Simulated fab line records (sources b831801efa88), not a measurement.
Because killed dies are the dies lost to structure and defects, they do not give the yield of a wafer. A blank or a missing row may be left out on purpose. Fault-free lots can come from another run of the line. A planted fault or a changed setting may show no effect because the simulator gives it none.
What tool caused it? :: flow sky130 :: 13 lots with 37 wafers sampled at 5 steps, on a route of 708 steps

WHAT THE GAUGES READ, wafer by wafer
SKY_SONOS_TUNNEL_TW_MEAS_12.
lot: L104
measured: day 11 18:32
on: film metro-04
SONOS_TUNNEL_TW: 197.7 196.7 196.7

lot: L106
measured: day 12 06:44
on: film metro-02
SONOS_TUNNEL_TW: 197.2 196.0 196.8

lot: L105
measured: day 12 08:16
on: film metro-01
SONOS_TUNNEL_TW: 192.5 192.2 191.7

lot: L107
measured: day 12 15:04
on: film metro-01
SONOS_TUNNEL_TW: 191.4 192.1 192.1

lot: L109
measured: day 13 06:15
on: film metro-04
SONOS_TUNNEL_TW: 197.4 198.3 197.8

lot: L111
measured: day 13 21:58
on: film metro-04
SONOS_TUNNEL_TW: 196.6

lot: L113
measured: day 14 13:32
on: film metro-01
SONOS_TUNNEL_TW: 191.9 193.2 192.5

lot: L117
measured: day 15 23:22
on: film metro-04
SONOS_TUNNEL_TW: 199.2 197.6 200.0

lot: L118
measured: day 16 07:29
on: film metro-04
SONOS_TUNNEL_TW: 196.4 197.3 196.1

lot: L119
measured: day 16 13:19
on: film metro-01
SONOS_TUNNEL_TW: 193.9 193.9 194.0

lot: L120
measured: day 16 21:58
on: film metro-01
SONOS_TUNNEL_TW: 193.7 195.1 194.1

lot: L122
measured: day 17 09:08
on: film metro-04
SONOS_TUNNEL_TW: 197.8 197.0 196.9

lot: L123
measured: day 17 12:46
on: film metro-04
SONOS_TUNNEL_TW: 197.5 197.3 197.4

SKY_RES_PROTECT_TW_MEAS_08.
lot: L104
measured: day 15 09:22
on: film metro-02
POLY_GATE_TW: 4012 4021 3999

lot: L106
measured: day 15 23:48
on: film metro-01
POLY_GATE_TW: 3968 4006 3970

lot: L105
measured: day 15 21:28
on: film metro-01
POLY_GATE_TW: 3938 3966 3960

lot: L107
measured: day 20 17:18
on: film metro-04
POLY_GATE_TW: 4017 4020 4037

lot: L109
measured: day 20 17:22
on: film metro-02
POLY_GATE_TW: 4062 4021 4040

lot: L111
measured: day 20 17:56
on: film metro-02
POLY_GATE_TW: 4048

lot: L113
measured: day 20 17:51
on: film metro-04
POLY_GATE_TW: 4024 4040 4005

lot: L117
measured: day 20 22:40
on: film metro-04
POLY_GATE_TW: 4036 3990 4011

lot: L118
measured: day 21 03:41
on: film metro-01
POLY_GATE_TW: 3984 3971 3985

lot: L119
measured: day 21 03:58
on: film metro-04
POLY_GATE_TW: 4005 4014 4013

lot: L120
measured: day 21 07:18
on: film metro-04
POLY_GATE_TW: 4017 4022 4009

lot: L122
measured: day 21 15:01
on: film metro-01
POLY_GATE_TW: 3968 3973 3968

lot: L123
measured: day 21 20:18
on: film metro-02
POLY_GATE_TW: 4038 4064 4026

SKY_POLY_GATE_THK_MEAS_21.
lot: L104
measured: day 16 13:19
on: film metro-04
POLY_GATE_OXIDATION_THK (nm): 3.95 3.89 3.87

lot: L106
measured: day 18 09:53
on: film metro-03
POLY_GATE_OXIDATION_THK (nm): 4.09 4.18 4.15

lot: L105
measured: day 18 09:53
on: film metro-02
POLY_GATE_OXIDATION_THK (nm): 4.17 4.11 4.08

lot: L107
measured: day 22 04:11
on: film metro-03
POLY_GATE_OXIDATION_THK (nm): 4.03 4.04 3.99

lot: L109
measured: day 22 07:02
on: film metro-04
POLY_GATE_OXIDATION_THK (nm): 6.73 6.80 6.76 6.75 6.81 6.75

lot: L111
measured: day 22 10:08
on: film metro-02
POLY_GATE_OXIDATION_THK (nm): 6.74 6.82

lot: L113
measured: day 22 10:03
on: film metro-04
POLY_GATE_OXIDATION_THK (nm): 6.70 6.58 6.80 6.71 6.61 6.75

lot: L117
measured: day 22 10:04
on: film metro-02
POLY_GATE_OXIDATION_THK (nm): 3.90 3.91 3.89

lot: L118
measured: day 22 16:42
on: film metro-02
POLY_GATE_OXIDATION_THK (nm): 3.91 3.94 3.94

lot: L119
measured: day 22 16:42
on: film metro-03
POLY_GATE_OXIDATION_THK (nm): 3.90 4.00 4.07

lot: L120
measured: day 22 19:17
on: film metro-04
POLY_GATE_OXIDATION_THK (nm): 3.96 3.98 3.99

lot: L122
measured: day 23 05:00
on: film metro-02
POLY_GATE_OXIDATION_THK (nm): 3.96 4.04 3.98

lot: L123
measured: day 23 07:46
on: film metro-02
POLY_GATE_OXIDATION_THK (nm): 4.20 4.15 4.22

WHICH TOOL RAN EACH LOT (tool, then ch and the chambers of the sampled wafers, then the start)
lot: L104
SKY_POLY_GATE_ETCH_17: rie si-01 ch 2,3, day 16 11:30
SKY_POLY_GATE_OXIDATION_20: furnace-02 ch 0, day 16 12:03

lot: L106
SKY_POLY_GATE_ETCH_17: rie si-02 ch 1,2,3, day 18 08:23
SKY_POLY_GATE_OXIDATION_20: furnace-01 ch 0, day 18 08:38

lot: L105
SKY_POLY_GATE_ETCH_17: rie si-01 ch 1,3, day 18 07:45
SKY_POLY_GATE_OXIDATION_20: furnace-01 ch 0, day 18 08:38

lot: L107
SKY_POLY_GATE_ETCH_17: rie si-01 ch 0,1,3, day 22 02:39
SKY_POLY_GATE_OXIDATION_20: furnace-02 ch 0, day 22 02:56

lot: L109
SKY_POLY_GATE_ETCH_17: rie si-01 ch 1,2,3, day 22 02:59
SKY_POLY_GATE_OXIDATION_20: furnace-02 ch 0, day 22 04:11 and furnace-01 ch 0, day 22 05:47

lot: L111
SKY_POLY_GATE_ETCH_17: rie si-01 ch 3, day 22 04:19
SKY_POLY_GATE_OXIDATION_20: furnace-02 ch 0, day 22 05:26

lot: L113
SKY_POLY_GATE_ETCH_17: rie si-02 ch 0,1,2, day 22 04:56
SKY_POLY_GATE_OXIDATION_20: furnace-02 ch 0, day 22 05:26

lot: L117
SKY_POLY_GATE_ETCH_17: rie si-01 ch 0,1, day 22 08:32
SKY_POLY_GATE_OXIDATION_20: furnace-02 ch 0, day 22 08:47

lot: L118
SKY_POLY_GATE_ETCH_17: rie si-02 ch 1,2, day 22 13:20
SKY_POLY_GATE_OXIDATION_20: furnace-02 ch 0, day 22 15:27

lot: L119
SKY_POLY_GATE_ETCH_17: rie si-01 ch 0,1,2, day 22 13:26
SKY_POLY_GATE_OXIDATION_20: furnace-02 ch 0, day 22 15:27

lot: L120
SKY_POLY_GATE_ETCH_17: rie si-02 ch 1,2,3, day 22 16:02
SKY_POLY_GATE_OXIDATION_20: furnace-02 ch 0, day 22 18:02

lot: L122
SKY_POLY_GATE_ETCH_17: rie si-02 ch 1,2, day 23 00:38
SKY_POLY_GATE_OXIDATION_20: furnace-02 ch 0, day 23 03:44

lot: L123
SKY_POLY_GATE_ETCH_17: rie si-01 ch 1,3, day 23 04:23
SKY_POLY_GATE_OXIDATION_20: furnace-02 ch 0, day 23 06:31
- SKY_POLY_GATE_ETCH_17: etches poly-Si in HBr/Cl2, stops on SiO2, target depth 180 nm, time 70.5 s.
- SKY_POLY_GATE_OXIDATION_20: stabilise 600 s, purge 300 s, target thk 4 nm.

AS READ BY THE TOOLS THEMSELVES (means over the sampled wafers that have a number; for cases with no such wafer, the mark the record gives instead)
SKY_POLY_GATE_ETCH_17.
lot: L104
tool: rie si-01
drypump motor current A (A): 6.5
oes product au (a.u.): 0.978
throttle valve pct (%): 33.683

lot: L106
tool: rie si-02
drypump motor current A (A): 5.6
oes product au (a.u.): 0.982
throttle valve pct (%): 33.681

lot: L105
tool: rie si-01
drypump motor current A (A): 6.0
oes product au (a.u.): 0.978
throttle valve pct (%): 33.682

lot: L107
tool: rie si-01
drypump motor current A (A): 5.8
oes product au (a.u.): 0.981
throttle valve pct (%): 33.684

lot: L109
tool: rie si-01
drypump motor current A (A): 6.2
oes product au (a.u.): 0.984
throttle valve pct (%): 33.684

lot: L111
tool: rie si-01
drypump motor current A (A): 6.2
oes product au (a.u.): 1.005
throttle valve pct (%): 33.675

lot: L113
tool: rie si-02
drypump motor current A (A): 5.9
oes product au (a.u.): 0.976
throttle valve pct (%): 33.687

lot: L117
tool: rie si-01
drypump motor current A (A): 5.6
oes product au (a.u.): 0.977
throttle valve pct (%): 33.668

lot: L118
tool: rie si-02
drypump motor current A (A): 6.0
oes product au (a.u.): 0.989
throttle valve pct (%): 33.687

lot: L119
tool: rie si-01
drypump motor current A (A): 6.0
oes product au (a.u.): 0.976
throttle valve pct (%): 33.682

lot: L120
tool: rie si-02
drypump motor current A (A): 5.6
oes product au (a.u.): 0.983
throttle valve pct (%): 33.678

lot: L122
tool: rie si-02
drypump motor current A (A): 6.1
oes product au (a.u.): 0.982
throttle valve pct (%): 33.688

lot: L123
tool: rie si-01
drypump motor current A (A): 5.8
oes product au (a.u.): 0.986
throttle valve pct (%): 33.680

SKY_POLY_GATE_OXIDATION_20.
lot: L104
tool: furnace-02
spike tc upper C (C): 850.6
zone power centre pct (%): 18.1

lot: L106
tool: furnace-01
spike tc upper C (C): 849.9
zone power centre pct (%): 16.9

lot: L105
tool: furnace-01
spike tc upper C (C): 850.4
zone power centre pct (%): 16.7

lot: L107
tool: furnace-02
spike tc upper C (C): 850.0
zone power centre pct (%): 18.1

lot: L109
tool: furnace-02/furnace-01
spike tc upper C (C): 850.7
zone power centre pct (%): 17.4

lot: L111
tool: furnace-02
spike tc upper C (C): 850.5
zone power centre pct (%): 18.2

lot: L113
tool: furnace-02
spike tc upper C (C): 850.5
zone power centre pct (%): 18.1

lot: L117
tool: furnace-02
spike tc upper C (C): 850.5
zone power centre pct (%): 18.1

lot: L118
tool: furnace-02
spike tc upper C (C): 849.6
zone power centre pct (%): 18.2

lot: L119
tool: furnace-02
spike tc upper C (C): 851.1
zone power centre pct (%): 18.0

lot: L120
tool: furnace-02
spike tc upper C (C): 849.8
zone power centre pct (%): 18.3

lot: L122
tool: furnace-02
spike tc upper C (C): 850.0
zone power centre pct (%): 18.3

lot: L123
tool: furnace-02
spike tc upper C (C): 849.9
zone power centre pct (%): 18.2

THE ANSWER, worked out from the rows above alone
Rule: what is usual is taken from the lots themselves. Put in order of their means at a reading, lots are off if they are a third of the lots or fewer, leave a main group of 4 or more, and stand apart from it by a gap of 3 or more times the standard deviation of the main group's means; of several such gaps the widest counts. If all means in a main group match to the digits the tables above print for the reading, that group is not used. A lot without any number at a reading at which 4 lots or more have one is off too. Any other lot the step has rows for is counted as sound. First the gauges in route order, then the tools' own readings, where a lot's mean is used as printed above. At the first step where some lot is off, the reading lying furthest off is the one used; lots without a number count as furthest.
Off: L109, L111, L113, at SKY_POLY_GATE_THK_MEAS_21 (POLY_GATE_OXIDATION_THK). The main group: mean 4.02 nm, standard deviation 0.096.
A tool fits if, at a process step before that reading, it ran every lot that is off, and no sound lot after the first of them. The gauges at SKY_POLY_GATE_THK_MEAS_21 are tried like those tools. None of those tried fits.

WHAT THE SIMULATOR HAD PUT IN
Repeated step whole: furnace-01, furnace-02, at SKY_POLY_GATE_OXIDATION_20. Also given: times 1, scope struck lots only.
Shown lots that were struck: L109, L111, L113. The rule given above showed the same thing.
